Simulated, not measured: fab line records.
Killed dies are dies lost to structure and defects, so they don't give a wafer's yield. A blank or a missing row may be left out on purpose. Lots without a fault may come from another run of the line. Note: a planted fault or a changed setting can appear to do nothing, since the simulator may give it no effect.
A lot that was struck, set against a sound lot    flow sky130    23 out of 708 route steps
Sound: these wafers, L398.1, L398.2, L398.4. Wafers L408.1, L408.3, L408.4 were the ones struck. At the end, the cause is stated.
For every step that has rows: the tool of each side, followed by ch and its chambers, followed by its first start. Under that, the readings that differ: sound wafers    struck wafers    difference of the means    sigmas: that difference in standard deviations of wafers without a fault.
alike: readings with means less than 2 such deviations apart, plus words and numbers identical on both sides. not compared: withheld readings, readings lacking a value on some wafer, bounds such as >300 that could conceal the same value, and numbers that have no deviation in the record and whose values overlap.
Wherever a step has rows on one side only, a row that says differs or no value, or a row with sigmas, the two part there. Numbers that have no deviation but don't overlap get no sigmas and don't part them. Lack of a reading on every wafer of one side parts them only where that side has two or more wafers.

SKY_METAL2_ETCH_18: etches BARC in N2/H2, stops on SiO2, time 45.9 s, target depth 60 nm.
  sound on rie-metal-02 ch 0,1, day 37 10:04; struck on rie-metal-03 ch 0,1, day 40 07:04
  alike: chamber-pressure-mTorr, drypump-motor-current-A, oes-product-au, throttle-valve-pct
  not compared: rf-hours-counter-h
SKY_METAL2_METAL_ETCH_19: etches the open film in Cl2/BCl3, stops on SiO2, target depth 360 nm, time 78 s.
  sound on rie-metal-02 ch 0,1, day 37 10:07; struck on rie-metal-03 ch 0,1, day 40 07:07
  alike: chamber-pressure-mTorr, drypump-motor-current-A, oes-product-au, throttle-valve-pct
  not compared: rf-hours-counter-h
SKY_METAL2_STRIP_20: strips in O2/N2.
  sound on plasma-asher-03 ch 0,1, day 37 10:13; struck on plasma-asher-03 ch 0,1, day 40 07:13
  alike: chamber-pressure-mTorr, drypump-motor-current-A, o2-flow-sccm, oes-product-au, strip-time-to-endpoint-s
  not compared: rf-hours-counter-h
then, 4 steps without rows for these wafers: SKY_METAL2_STRIP_21 (strips in post etch residue remover, time 1200 s); SKY_METAL2_CLEAN_22 (cleans in IPA, time 180 s); SKY_METAL2_CLEAN_23 (cleans in O3/DIW); SKY_VIA2_HDPCVD_00 (deposits SiO2, target thk 1180 nm, time 196.7 s).
SKY_VIA2_THK_MEAS_01:
  sound on film-metro-02, day 37 10:56; struck on film-metro-03, day 40 07:58
  alike: VIA2_HDPCVD_THK
SKY_VIA2_CMP_02: polishes SiO2.
  sound on cmp-01 ch 0,1,2, day 37 10:59; struck on cmp-02 ch 1,2,3, day 40 08:02
  alike: head-pressure-psi, motor-current-A, platen-rpm
SKY_VIA2_BOW_MEAS_03:
  sound on film-metro-01, day 37 11:17; struck on film-metro-03, day 40 08:20
  alike: VIA2_BOW
then, 2 steps without rows for these wafers: SKY_VIA2_DEHYDRATE_04 (time 60 s); SKY_VIA2_HMDS_05 (prime time 60 s).
SKY_VIA2_COAT_06: resist thk 60 nm.
  sound on litho-track-01 ch 0, day 38 00:07; struck on litho-track-01 ch 0, day 40 20:25
reading               sound                 struck                difference  sigmas
spin-speed-rpm (rpm)  3003.8 3002.5 3001.0  2674.2 2676.2 2673.4  -327.8      -99 or more
  not compared: chill-plate-temp-C
then, 5 steps without rows for these wafers: SKY_VIA2_COAT_07 (resist thk 450 nm); SKY_VIA2_SOFTBAKE_08 (time 90 s); SKY_VIA2_EXPOSE_09 (exposes mask VIM2, target cd 200 nm); SKY_VIA2_PEB_10; SKY_VIA2_DEVELOP_11 (develop time 60 s).
SKY_VIA2_CD_MEAS_12: the cd target is 200 nm.
  sound on cd-sem-01, day 38 13:16; struck on cd-sem-02, day 41 08:13
  alike: cd-nm
SKY_VIA2_OVL_MEAS_13:
  sound on overlay-02, day 38 13:23; struck on overlay-01, day 41 08:20
  alike: VIA2_OVL
SKY_VIA2_ETCH_14: etches BARC in N2/H2, stops on SiO2, time 45.9 s, target depth 60 nm.
  sound on rie-diel-04 ch 0,1,2, day 38 13:26; struck on rie-diel-03 ch 1,2,3, day 41 08:23
reading                   sound              struck             difference  sigmas
oes-product-au (a.u.)     0.866 0.854 0.854  0.880 0.884 0.883  +0.024      +5
model.etch.depth-nm (nm)  60.32 60.38 60.24  63.66 63.81 63.85  +3.46       
  alike: chamber-pressure-mTorr, drypump-motor-current-A, throttle-valve-pct
  not compared: rf-hours-counter-h
SKY_VIA2_ETCH_15: etches SiO2 in C4F8/O2/Ar, stops on TiN, target depth 546 nm, time 84 s.
  sound on rie-diel-04 ch 0,1,2, day 38 13:28; struck on rie-diel-03 ch 1,2,3, day 41 08:25
  alike: chamber-pressure-mTorr, oes-product-au
  not compared: rf-hours-counter-h
-- the record jumps here: 8 days lie between the struck wafers' starts before and after (it left off in module VIA2 and takes up again in module PAD_OPEN, whose first step shown is number 708 of the route) --
SKY_PAD_OPEN_PROBE_99:
  sound on prober-01, day 47 13:22; struck on prober-01, day 49 17:33
  alike: defect-limited-yield, killed_at_M0_to_M3, killed_at_M4_up, killed-at-contacts, killed-at-front-end, killed-at-other, killed-dies, killed-open, killed-short, sort_bin_3_pad_short, sort_bin_5_function, sort_bin_6_memory, sort-n-pass, sort-yield-pct

WHERE THEY PART
Earliest at SKY_VIA2_COAT_06; latest, in this record, at SKY_VIA2_ETCH_14. Later steps at which nothing parts them and some readings are alike: SKY_VIA2_ETCH_15, SKY_PAD_OPEN_PROBE_99.

WHY: what had been put in by the simulator
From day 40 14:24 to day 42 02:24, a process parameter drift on litho-track-01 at SKY_VIA2_COAT_06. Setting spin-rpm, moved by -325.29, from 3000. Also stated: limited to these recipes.
